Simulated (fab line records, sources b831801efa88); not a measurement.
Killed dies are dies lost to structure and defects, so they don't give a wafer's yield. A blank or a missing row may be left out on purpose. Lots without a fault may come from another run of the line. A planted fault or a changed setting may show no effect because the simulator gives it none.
fab line records | flow sky130
record lots=6 wafers=18 last_day=50
route steps=708 shown CONTACT@413 PAD_OPEN@708
lots that met no fault: from a run of the same line without faults
start_h: hours from the record's first day to the start of the lot's first wafer shown | wait_h: hours since the lot's step before | " the same as in the row above | L1.1+2: a row that stands for several wafers | - no value, or no start given | * or withheld: withheld | < > ~ a bound
route shown NAME@n: a module of which the file shows steps, and the number in the route of the first | usual: mean/standard deviation of fault-free wafers | same: alike in all rows | chamber/n: place in a boat | sites: the reading at each site | _std_site: their standard deviation | _edge_site: outer sites' mean less inner sites' | radius_mm: how far each site lies from the wafer's centre | mask NAME#n: copy n | behind: the tool/chamber that last shaped the wafer | hold: why the lot was held/for how many hours/how that ended | device: the transistor (n, p or np) that didn't switch | end of line: the same wafers' tests at the end of the route | a step without rows: its recipe alone | killed: dies lost to structure and defects at the first sort, not the wafer's yield | map: a wafer's dies, x killed, . not, _ none there
set.NAME: the setting as run; set.NAME@STEP: as run at that earlier step | model.NAME: the simulator's own value behind a step, which no gauge read
lots at some steps of the route; a table a step, a row a wafer
services: from which hour (start_h, from the record's first day; less than 0 if before it) a tool's chamber was out of use, for how many hours, and why
## steps
# step SKY_CONTACT_HMDS_07
# recipe prime_time_s=60 prime_temp_c=120
# step SKY_CONTACT_COAT_08
# recipe resist=BARC temp_c=withheld time_s=withheld spin_rpm=3000 resist_thk_nm=60
# step SKY_CONTACT_COAT_09
# recipe resist=KrF-thick spin_rpm=3000 resist_thk_nm=450
# step SKY_CONTACT_SOFTBAKE_10
# recipe temp_c=100 time_s=90 resist=KrF-thick
# step SKY_CONTACT_EXPOSE_11
# recipe mask_id=CTM1 na=0.8 source_shape=annular sigma_inner=0.55 sigma_outer=0.85 target_cd_nm=170 dose_mj=38
# step SKY_CONTACT_PEB_12
# recipe peb_temp_c=withheld peb_time_s=withheld resist=KrF-thick
# step SKY_CONTACT_DEVELOP_13
# recipe develop_time_s=60 resist=KrF-thick dev_temp_c=21
# step SKY_CONTACT_CD_MEAS_14
# recipe target_cd_nm=170
# usual cd_nm=169.5/1.6
# columns lot.wafer tool chamber start_h wait_h cd_nm
L159.2 cd_sem-01 - 739.93 - 171.5
L159.4 " - " " 171.1
L159.5 " - " " 171.6
L167.1 cd_sem-01 - 797.08 - 170.5
L167.2 " - " " 169.1
L167.4 " - " " 169.3
L176.1 cd_sem-01 - 869.98 - 167.8
L176.3 " - " " 167.7
L176.5 " - " " 168.6
L177.2 cd_sem-01 - 883.05 - 170.9
L177.3 " - " " 167.9
L177.6 " - " " 169.5
L182.2 cd_sem-01 - 911.62 - 170.3
L182.3 " - " " 169.8
L182.6 " - " " 171.4
L181.4 cd_sem-01 - 914.92 - 171.6
L181.5 " - " " 171.2
L181.6 " - " " 170.2
# step SKY_CONTACT_OVL_MEAS_15
# usual CONTACT_OVL=1/4.2
# columns lot.wafer tool chamber start_h wait_h CONTACT_OVL[nm]
L159.2 overlay-02 - 740.03 0.1 0
L159.4 " - " " 7
L159.5 " - " " 7
L167.1 overlay-02 - 797.20 0.1 -6
L167.2 " - " " 2
L167.4 " - " " -3
L176.1 overlay-02 - 870.10 0.1 -6
L176.3 " - " " -6
L176.5 " - " " -4
L177.2 overlay-01 - 883.15 0.1 -5
L177.3 " - " " 3
L177.6 " - " " 0
L182.2 overlay-02 - 911.73 0.1 8
L182.3 " - " " 2
L182.6 " - " " -1
L181.4 overlay-01 - 915.00 0.1 8
L181.5 " - " " -1
L181.6 " - " " 0
# step SKY_CONTACT_ETCH_16
# recipe chemistry=N2/H2 target=BARC ion_energy_ev=200 source_w=500 bias_w=100 pressure_mtorr=30 n2_flow_sccm=100 h2_flow_sccm=200 stop_on=SiO2 time_s=45.9 target_depth_a=600
# usual drypump_motor_current_A=5.7/0.41 oes_product_au=0.855/0.0051 throttle_valve_pct=13.224/0.0099
# same time_s=45.9
# columns lot.wafer tool chamber start_h wait_h drypump_motor_current_A oes_product_au rf_hours_counter_h throttle_valve_pct
L159.2 rie_diel-03 3 740.06 0.0 5.1 0.854 7 13.205
L159.4 " 2 " " 6.3 0.863 9 13.225
L159.5 " 0 " " 5.6 0.859 - 13.214
L167.1 rie_diel-03 2 797.23 0.0 6.3 0.855 11 13.236
L167.2 " 0 " " 5.6 0.853 16 13.227
L167.4 " 3 " " 5.1 0.849 8 13.222
L176.1 rie_diel-03 0 870.13 0.0 5.6 0.864 19 13.229
L176.3 " 3 " " 5.1 0.867 10 13.223
L176.5 " 1 " " 5.2 0.862 - 13.211
L177.2 rie_diel-03 2 883.18 0.0 6.3 0.849 14 13.235
L177.3 " 1 " " 5.2 0.858 14 13.219
L177.6 " 0 " " 5.6 0.854 - 13.212
L182.2 rie_diel-04 3 911.76 0.0 5.8 0.848 7 13.241
L182.3 " 1 " " 5.8 0.858 20 13.239
L182.6 " 0 " " 5.6 0.849 - 13.222
L181.4 rie_diel-03 3 915.01 0.0 5.1 0.853 12 13.219
L181.5 " 1 " " 5.2 0.858 - 13.224
L181.6 " 0 " " 5.6 0.859 - 13.221
# step SKY_CONTACT_ETCH_17
# recipe target=SiO2 chemistry=C4F8/O2/Ar stop_on=Si3N4 mask_material=KrF-thick source_w=1500 bias_w=1200 pressure_mtorr=40 c4f8_flow_sccm=withheld O2_flow_sccm=6 Ar_flow_sccm=300 time_s=withheld target_depth_a=3400
# usual oes_product_au=0.892/0.0049
# columns lot.wafer tool chamber start_h wait_h oes_product_au
L159.2 rie_diel-03 3 740.10 0.0 0.902
L159.4 " 2 " " 0.890
L159.5 " 0 " " 0.881
L167.1 rie_diel-03 2 797.28 0.0 0.887
L167.2 " 0 " " 0.887
L167.4 " 3 " " 0.893
L176.1 rie_diel-03 0 870.18 0.0 0.891
L176.3 " 3 " " 0.899
L176.5 " 1 " " 0.890
L177.2 rie_diel-03 2 883.23 0.0 0.890
L177.3 " 1 " " 0.897
L177.6 " 0 " " 0.889
L182.2 rie_diel-04 3 911.80 0.0 0.884
L182.3 " 1 " " 0.889
L182.6 " 0 " " 0.889
L181.4 rie_diel-03 3 915.06 0.0 0.903
L181.5 " 1 " " 0.899
L181.6 " 0 " " 0.895
# step SKY_CONTACT_ETCH_18
# recipe target=Si3N4 chemistry=CHF3/O2 stop_on=TiN source_w=600 bias_w=200 pressure_mtorr=40 chf3_flow_sccm=50 O2_flow_sccm=5 time_s=39 target_depth_a=750
# usual drypump_motor_current_A=5.7/0.4 oes_product_au=0.856/0.0077 throttle_valve_pct=8.795/0.0088
# same time_s=39
# columns lot.wafer tool chamber start_h wait_h drypump_motor_current_A oes_product_au rf_hours_counter_h throttle_valve_pct
L159.2 rie_diel-03 3 - - 5.0 0.845 7 8.785
L159.4 " 2 " " 6.3 0.850 9 8.811
L159.5 " 0 " " 5.6 0.839 - 8.786
L167.1 rie_diel-03 2 - - 6.3 0.854 11 8.781
L167.2 " 0 " " 5.6 0.853 16 8.805
L167.4 " 3 " " 5.1 0.861 8 8.813
L176.1 rie_diel-03 0 - - 5.6 0.852 19 8.784
L176.3 " 3 " " 5.1 0.852 10 8.786
L176.5 " 1 " " 5.2 0.857 - 8.812
L177.2 rie_diel-03 2 - - 6.3 0.850 14 8.794
L177.3 " 1 " " 5.2 0.854 14 8.786
L177.6 " 0 " " 5.6 0.856 - 8.777
L182.2 rie_diel-04 3 - - 5.8 0.848 7 8.797
L182.3 " 1 " " 5.8 0.865 20 8.792
L182.6 " 0 " " 5.6 0.848 - 8.791
L181.4 rie_diel-03 3 - - 5.1 0.867 12 8.784
L181.5 " 1 " " 5.2 0.861 - 8.799
L181.6 " 0 " " 5.6 0.861 - 8.791
# step SKY_CONTACT_STRIP_19
# recipe chemistry=O2/N2 power_w=1400 pressure_mtorr=1500 platen_temp_c=withheld o2_flow_sccm=3000 n2_flow_sccm=300 overash_fraction=0.5
# usual chamber_pressure_mTorr=1500.0/1.3 drypump_motor_current_A=5.7/0.51 oes_product_au=0.381/0.0043 strip_time_to_endpoint_s=3.632/0.029
# columns lot.wafer tool chamber start_h wait_h chamber_pressure_mTorr drypump_motor_current_A oes_product_au rf_hours_counter_h strip_time_to_endpoint_s model.KrF-thick_of_CONTACT_COAT_09.thk_nm
L159.2 plasma_asher-04 1 740.19 - 1501.0 5.5 0.383 62 3.618 0
L159.4 " 1 " " 1499.7 5.5 0.379 - 3.560 0
L159.5 " 1 " " 1499.4 5.5 0.379 - 3.595 0
L167.1 plasma_asher-03 0 797.37 - 1500.8 5.3 0.380 5 3.622 0
L167.2 " 1 " " 1500.5 5.3 0.381 5 3.641 0
L167.4 " 0 " " 1499.4 5.3 0.377 - 3.630 0
L176.1 plasma_asher-04 1 870.27 - - - - - - 244.8
L176.3 " 0 " " - - - - - 241.1
L176.5 " 1 " " - - - - - 247
L177.2 plasma_asher-04 1 883.32 - - - - - - 240
L177.3 " 1 " " - - - - - 248.7
L177.6 " 0 " " - - - - - 243.6
L182.2 plasma_asher-01 1 911.89 - 1499.9 5.7 0.391 48 3.662 0
L182.3 " 0 " " 1499.2 6.1 0.388 - 3.675 0
L182.6 " 1 " " 1501.3 5.7 0.387 - 3.625 0
L181.4 plasma_asher-01 1 915.18 - 1501.3 5.7 0.377 - 3.630 0
L181.5 " 0 " " 1501.0 6.1 0.381 - 3.667 0
L181.6 " 1 " " 1500.7 5.7 0.373 - 3.607 0
# step SKY_CONTACT_STRIP_20
# recipe chemistry=post_etch_residue_remover time_s=1200 temp_c=72.5
# step SKY_PAD_OPEN_PROBE_99
# usual killed_at_M0_to_M3=43/6.7 killed_at_M4_up=3.1/1.9 killed_at_contacts=25/5 killed_at_front_end=15/4 killed_at_other=0.4/0.69 killed_dies=87/9.2 killed_on_rim=17/3.6 killed_open=46/7.1 killed_short=40/6.8
# same gross_dies=492 killed_at_back_side=0
# columns lot.wafer tool chamber start_h wait_h killed_at_M0_to_M3 killed_at_M4_up killed_at_contacts killed_at_front_end killed_at_other killed_dies killed_on_rim killed_open killed_short
L159.2 prober-01 - 1080.40 0.1 48 5 18 11 1 83 15 47 35
L159.4 prober-01 - 1080.50 0.2 40 2 28 15 2 87 19 45 41
L159.5 prober-01 - 1080.55 0.2 40 4 31 10 1 86 15 50 36
L167.1 prober-01 - 1126.96 0.1 39 3 17 15 1 75 13 40 35
L167.2 prober-01 - 1127.01 0.1 33 2 25 16 0 76 12 39 37
L167.4 prober-01 - 1127.11 0.2 32 2 22 14 0 70 12 34 36
L176.1 prober-01 - 1175.57 0.1 37 3 432 18 2 492 96 42 42
L176.3 prober-01 - 1175.67 0.2 42 4 424 20 2 492 96 42 45
L176.5 prober-01 - 1175.77 0.2 39 1 445 6 1 492 96 31 34
L177.2 prober-01 - 1184.02 0.1 24 1 449 18 0 492 96 31 38
L177.3 prober-01 - 1184.07 0.2 55 3 405 29 0 492 96 59 54
L177.6 prober-01 - 1184.22 0.2 48 2 424 18 0 492 96 49 42
L182.2 prober-01 - 1204.66 0.1 33 1 24 17 1 76 15 41 35
L182.3 prober-01 - 1204.71 0.2 38 3 25 14 0 80 16 45 35
L182.6 prober-01 - 1204.86 0.2 43 7 30 15 0 95 14 46 49
L181.4 prober-02 - 1206.32 0.2 40 2 25 13 0 80 13 50 28
L181.5 prober-02 - 1206.37 0.2 47 10 22 15 0 94 22 45 49
L181.6 prober-02 - 1206.42 0.2 28 2 30 15 0 75 12 40 34
# killed by level:class
L159.2 VIA1:geometric_particle:open=12 VIA3:geometric_particle:open=10 VIA2:geometric_particle:open=8 FIELD_ISO:geometric_particle:short=7 LOCAL_INTERCONNECT:geometric_particle:short=5 CONTACT:geometric_particle:open=5 METAL1:geometric_particle:short=5 METAL2:geometric_particle:short=5
L159.4 CONTACT:geometric_particle:open=10 VIA2:geometric_particle:open=8 LOCAL_INTERCONNECT:geometric_particle:short=7 LI_CONTACT:geometric_particle:open=6 VIA1:geometric_particle:open=5 FIELD_ISO:geometric_particle:open=4 METAL1:geometric_particle:short=4 METAL2:geometric_particle:short=4
L159.5 CONTACT:geometric_particle:open=12 VIA1:geometric_particle:open=10 LI_CONTACT:geometric_particle:open=7 VIA2:geometric_particle:open=7 METAL1:geometric_particle:short=6 VIA3:geometric_particle:open=6 CONTACT:geometric_particle:short=5 LOCAL_INTERCONNECT:geometric_particle:short=4
L167.1 VIA1:geometric_particle:open=12 METAL1:geometric_particle:short=7 LI_CONTACT:geometric_particle:short=5 LI_CONTACT:geometric_particle:open=5 CONTACT:geometric_particle:open=5 FIELD_ISO:geometric_particle:open=4 POLY_GATE:geometric_particle:open=4 VIA2:geometric_particle:open=4
L167.2 VIA1:geometric_particle:open=8 CONTACT:geometric_particle:open=8 METAL1:geometric_particle:short=7 CONTACT:geometric_particle:short=6 FIELD_ISO:geometric_particle:short=5 VIA2:geometric_particle:open=5 FIELD_ISO:geometric_particle:open=4 LI_CONTACT:geometric_particle:open=4
L167.4 LI_CONTACT:geometric_particle:open=7 CONTACT:geometric_particle:short=6 VIA1:geometric_particle:open=6 METAL2:geometric_particle:short=5 CONTACT:geometric_particle:open=5 METAL1:geometric_particle:short=5 VIA1:geometric_particle:short=5 VIA2:geometric_particle:open=5
L176.1 CONTACT:area_sputter=406 VIA1:geometric_particle:open=10 VIA2:geometric_particle:open=9 CONTACT:geometric_particle:short=8 POLY_GATE:geometric_particle:short=5 LI_CONTACT:geometric_particle:open=5 CONTACT:geometric_particle:open=5 METAL2:geometric_particle:short=5
L176.3 CONTACT:area_sputter=403 CONTACT:geometric_particle:open=9 VIA1:geometric_particle:open=9 VIA3:geometric_particle:open=7 VIA2:geometric_particle:open=6 METAL1:geometric_particle:short=6 POLY_GATE:geometric_particle:short=5 CONTACT:geometric_particle:short=5
L176.5 CONTACT:area_sputter=425 VIA3:geometric_particle:open=9 LI_CONTACT:geometric_particle:open=8 VIA1:geometric_particle:open=8 LI_CONTACT:geometric_particle:short=6 VIA1:geometric_particle:short=4 METAL3:geometric_particle:short=4 CONTACT:geometric_particle:short=3
L177.2 CONTACT:area_sputter=423 CONTACT:geometric_particle:open=8 LOCAL_INTERCONNECT:geometric_particle:short=7 FIELD_ISO:geometric_particle:short=6 LI_CONTACT:geometric_particle:open=5 VIA1:geometric_particle:open=5 FIELD_ISO:geometric_particle:open=3 POLY_GATE:geometric_particle:short=3
L177.3 CONTACT:area_sputter=379 VIA1:geometric_particle:open=13 FIELD_ISO:geometric_particle:short=9 CONTACT:geometric_particle:open=9 METAL2:geometric_particle:short=8 VIA2:geometric_particle:open=8 VIA3:geometric_particle:open=7 POLY_GATE:geometric_particle:open=5
L177.6 CONTACT:area_sputter=401 CONTACT:geometric_particle:open=10 VIA1:geometric_particle:open=10 METAL1:geometric_particle:short=9 LI_CONTACT:geometric_particle:open=6 VIA2:geometric_particle:open=6 VIA3:geometric_particle:short=5 FIELD_ISO:geometric_particle:open=4
L182.2 CONTACT:geometric_particle:open=9 METAL1:geometric_particle:short=8 VIA1:geometric_particle:open=6 LOCAL_INTERCONNECT:geometric_particle:short=5 VIA2:geometric_particle:open=5 FIELD_ISO:geometric_particle:open=3 FIELD_ISO:geometric_particle:short=3 CONTACT:geometric_particle:short=3
L182.3 CONTACT:geometric_particle:open=9 LI_CONTACT:geometric_particle:open=7 VIA1:geometric_particle:open=7 VIA3:geometric_particle:open=7 FIELD_ISO:geometric_particle:short=6 VIA1:geometric_particle:short=5 VIA2:geometric_particle:open=5 METAL3:geometric_particle:short=5
L182.6 VIA1:geometric_particle:open=10 METAL2:geometric_particle:short=9 CONTACT:geometric_particle:short=8 LI_CONTACT:geometric_particle:open=8 VIA3:geometric_particle:open=7 CONTACT:geometric_particle:open=6 LOCAL_INTERCONNECT:geometric_particle:short=5 METAL4:geometric_particle:short=5
L181.4 CONTACT:geometric_particle:open=12 VIA1:geometric_particle:open=9 METAL1:geometric_particle:short=8 LI_CONTACT:geometric_particle:open=7 VIA3:geometric_particle:open=6 VIA2:geometric_particle:open=4 VIA2:geometric_particle:short=4 FIELD_ISO:geometric_particle:open=3
L181.5 VIA1:geometric_particle:open=10 METAL1:geometric_particle:short=6 CONTACT:geometric_particle:open=6 VIA3:geometric_particle:short=6 METAL4:geometric_particle:short=6 METAL2:geometric_particle:short=6 FIELD_ISO:geometric_particle:open=5 POLY_GATE:geometric_particle:short=5
L181.6 CONTACT:geometric_particle:open=8 LI_CONTACT:geometric_particle:open=8 FIELD_ISO:geometric_particle:short=7 VIA3:geometric_particle:open=6 LI_CONTACT:geometric_particle:short=5 CONTACT:geometric_particle:short=4 LOCAL_INTERCONNECT:geometric_particle:short=4 VIA1:geometric_particle:open=4
# map L176.1 (x killed, . not)
__________xxxxxxxxxx_________
________xxxxxxxxxxxxxx_______
______xxxxxxxxxxxxxxxxxx_____
_____xxxxxxxxxxxxxxxxxxxx____
____xxxxxxxxxxxxxxxxxxxxxx___
___xxxxxxxxxxxxxxxxxxxxxxxx__
__xxxxxxxxxxxxxxxxxxxxxxxxxx_
_xxxxxxxxxxxxxxxxxxxxxxxxxxxx
_xxxxxxxxxxxxxxxxxxxxxxxxxxxx
_xxxxxxxxxxxxxxxxxxxxxxxxxxxx
_xxxxxxxxxxxxxxxxxxxxxxxxxxxx
_xxxxxxxxxxxxxxxxxxxxxxxxxxxx
_xxxxxxxxxxxxxxxxxxxxxxxxxxxx
_xxxxxxxxxxxxxxxxxxxxxxxxxxxx
_xxxxxxxxxxxxxxxxxxxxxxxxxxxx
__xxxxxxxxxxxxxxxxxxxxxxxxxx_
___xxxxxxxxxxxxxxxxxxxxxxxx__
____xxxxxxxxxxxxxxxxxxxxxx___
_____xxxxxxxxxxxxxxxxxxxx____
______xxxxxxxxxxxxxxxxxx_____
________xxxxxxxxxxxxxx_______
__________xxxxxxxxxx_________
# map L177.2 (x killed, . not)
__________xxxxxxxxxx_________
________xxxxxxxxxxxxxx_______
______xxxxxxxxxxxxxxxxxx_____
_____xxxxxxxxxxxxxxxxxxxx____
____xxxxxxxxxxxxxxxxxxxxxx___
___xxxxxxxxxxxxxxxxxxxxxxxx__
__xxxxxxxxxxxxxxxxxxxxxxxxxx_
_xxxxxxxxxxxxxxxxxxxxxxxxxxxx
_xxxxxxxxxxxxxxxxxxxxxxxxxxxx
_xxxxxxxxxxxxxxxxxxxxxxxxxxxx
_xxxxxxxxxxxxxxxxxxxxxxxxxxxx
_xxxxxxxxxxxxxxxxxxxxxxxxxxxx
_xxxxxxxxxxxxxxxxxxxxxxxxxxxx
_xxxxxxxxxxxxxxxxxxxxxxxxxxxx
_xxxxxxxxxxxxxxxxxxxxxxxxxxxx
__xxxxxxxxxxxxxxxxxxxxxxxxxx_
___xxxxxxxxxxxxxxxxxxxxxxxx__
____xxxxxxxxxxxxxxxxxxxxxx___
_____xxxxxxxxxxxxxxxxxxxx____
______xxxxxxxxxxxxxxxxxx_____
________xxxxxxxxxxxxxx_______
__________xxxxxxxxxx_________
## services
# columns tool chamber start_h hours kind
plasma_asher-03 - 717.84 0.6 repair
rie_diel-04 0 720.72 6.9 repair
rie_diel-03 0 727.04 2.8 repair
plasma_asher-03 - 733.75 9.0 pm
plasma_asher-03 0 733.75 9.0 vent_cycle
plasma_asher-03 1 733.75 9.0 vent_cycle
rie_diel-03 3 742.55 10.2 repair
plasma_asher-03 0 742.75 - clean
plasma_asher-03 1 742.75 - clean
plasma_asher-03 - 745.64 1.0 repair
rie_diel-04 - 746.43 0.2 repair
rie_diel-04 3 751.60 4.7 repair
rie_diel-04 - 775.82 1.0 repair
plasma_asher-04 - 778.82 2.6 repair
plasma_asher-03 - 823.44 1.9 repair
rie_diel-04 3 871.30 6.1 repair
plasma_asher-01 - 885.40 2.9 repair
plasma_asher-04 - 905.75 9.4 repair
## key
first_sign step=SKY_CONTACT_STRIP_19 reading=tool_record direction=missing
effect step=SKY_PAD_OPEN_PROBE_99 reading=killed_at_contacts direction=up sigmas=81 usual=25 struck=430
model_effect step=SKY_CONTACT_STRIP_19 value=KrF-thick_of_CONTACT_COAT_09.thk_nm without=0 struck=244.2
more_kills_born_at SKY_CONTACT_SPUTTER_23@pvd_sputter-04=1234 SKY_CONTACT_SPUTTER_23@pvd_sputter-01=1203
met_at SKY_CONTACT_STRIP_19
struck_wafers L176.1,L176.3,L176.5,L177.2,L177.3,L177.6
later_rows_left_out L176.1,L176.3,L176.5,L177.2,L177.3,L177.6
tester_left_out L176,L177
onset_between 740.19 870.27
fault kind=skipped_step_whole tool=plasma_asher-04 chamber=- onset_h=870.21 steps=SKY_CONTACT_STRIP_19 scope=struck_lots_only
# tester_left_out: of these lots the tester's yield and bins aren't shown, on N5 and GAA mostly nor the transistor test; their killed dies are dies lost to structure and defects alone, not to doping, threshold or leakage, so they don't give the yield
# later_rows_left_out: the simulator's readings of these wafers behind a module that went badly wrong aren't trusted and aren't shown, but for the sort
